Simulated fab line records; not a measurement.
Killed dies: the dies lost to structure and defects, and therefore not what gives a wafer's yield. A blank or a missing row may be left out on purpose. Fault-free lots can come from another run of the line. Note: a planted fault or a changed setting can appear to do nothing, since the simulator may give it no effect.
What tool caused it? || flow gf180mcu || Sampling: 10 lots, 30 wafers, 2 of 602 route steps

## WHAT THE GAUGES SHOWED, per wafer
GF_LVPWELL_TW_MEAS_11.
{"lot": "L882", "measured": "day 3 22:11", "on": "film_metro-04", "LVPWELL_TW": "562 560 561"}
{"lot": "L883", "measured": "day 4 04:08", "on": "film_metro-04", "LVPWELL_TW": "557 559 558"}
{"lot": "L884", "measured": "day 4 07:19", "on": "film_metro-01", "LVPWELL_TW": "559 558 562"}
{"lot": "L885", "measured": "day 4 14:58", "on": "film_metro-04", "LVPWELL_TW": "561 560 560"}
{"lot": "L886", "measured": "day 4 19:22", "on": "film_metro-04", "LVPWELL_TW": "559 561 560"}
{"lot": "L887", "measured": "day 5 02:44", "on": "film_metro-04", "LVPWELL_TW": "566 564 564"}
{"lot": "L889", "measured": "day 5 11:02", "on": "film_metro-04", "LVPWELL_TW": "564 566 566"}
{"lot": "L893", "measured": "day 6 13:09", "on": "film_metro-01", "LVPWELL_TW": "564 564 561"}
{"lot": "L898", "measured": "day 7 16:00", "on": "film_metro-03", "LVPWELL_TW": "1025 1026 1023"}
{"lot": "L899", "measured": "day 7 19:46", "on": "film_metro-03", "LVPWELL_TW": "1026 1023 1016"}

## WHAT TOOL EACH LOT RAN ON (gives the tool, then ch and the chambers of the sampled wafers, and finally the start)
{"lot": "L882", "GF_LVPWELL_IMPLANT_08": "implanter-01 ch 0, day 3 21:47"}
{"lot": "L883", "GF_LVPWELL_IMPLANT_08": "implanter-03 ch 0, day 4 03:44"}
{"lot": "L884", "GF_LVPWELL_IMPLANT_08": "implanter-03 ch 0, day 4 06:57"}
{"lot": "L885", "GF_LVPWELL_IMPLANT_08": "implanter-03 ch 0, day 4 14:35"}
{"lot": "L886", "GF_LVPWELL_IMPLANT_08": "implanter-03 ch 0, day 4 18:59"}
{"lot": "L887", "GF_LVPWELL_IMPLANT_08": "implanter-01 ch 0, day 5 02:22"}
{"lot": "L889", "GF_LVPWELL_IMPLANT_08": "implanter-01 ch 0, day 5 10:38"}
{"lot": "L893", "GF_LVPWELL_IMPLANT_08": "implanter-02 ch 0, day 6 12:45"}
{"lot": "L898", "GF_LVPWELL_IMPLANT_08": "implanter-03 ch 0, day 7 15:36"}
{"lot": "L899", "GF_LVPWELL_IMPLANT_08": "implanter-03 ch 0, day 7 19:22"}
- GF_LVPWELL_IMPLANT_08

## THE ANSWER, worked out from the rows above alone
Rule: usual is defined by the lots themselves. The widest of any qualifying gaps counts: lots, ordered by their means at a reading, are off when they make up no more than a third of the lots, leave a main group of 4 or more, and stand apart from it by 3 or more times the standard deviation of that group's means. The tables above print the reading to a certain number of digits; a main group whose means all agree to those digits is not used. A lot without any number at a reading at which 4 lots or more have one is off too. The other lots that the step has rows for count as sound.
Off: at GF_LVPWELL_TW_MEAS_11 (LVPWELL_TW), L898, L899. Mean 562 and standard deviation 2.4 in the main group.
A tool fits if, at a process step before that reading, it ran every lot that is off, and no sound lot after the first of them. The gauges at GF_LVPWELL_TW_MEAS_11 are tried like those tools. 2 tools fit, implanter-03 at GF_LVPWELL_IMPLANT_08 and film_metro-03 at GF_LVPWELL_TW_MEAS_11, so this cannot tell which one it is.

## WHAT WAS PUT IN BY THE SIMULATOR
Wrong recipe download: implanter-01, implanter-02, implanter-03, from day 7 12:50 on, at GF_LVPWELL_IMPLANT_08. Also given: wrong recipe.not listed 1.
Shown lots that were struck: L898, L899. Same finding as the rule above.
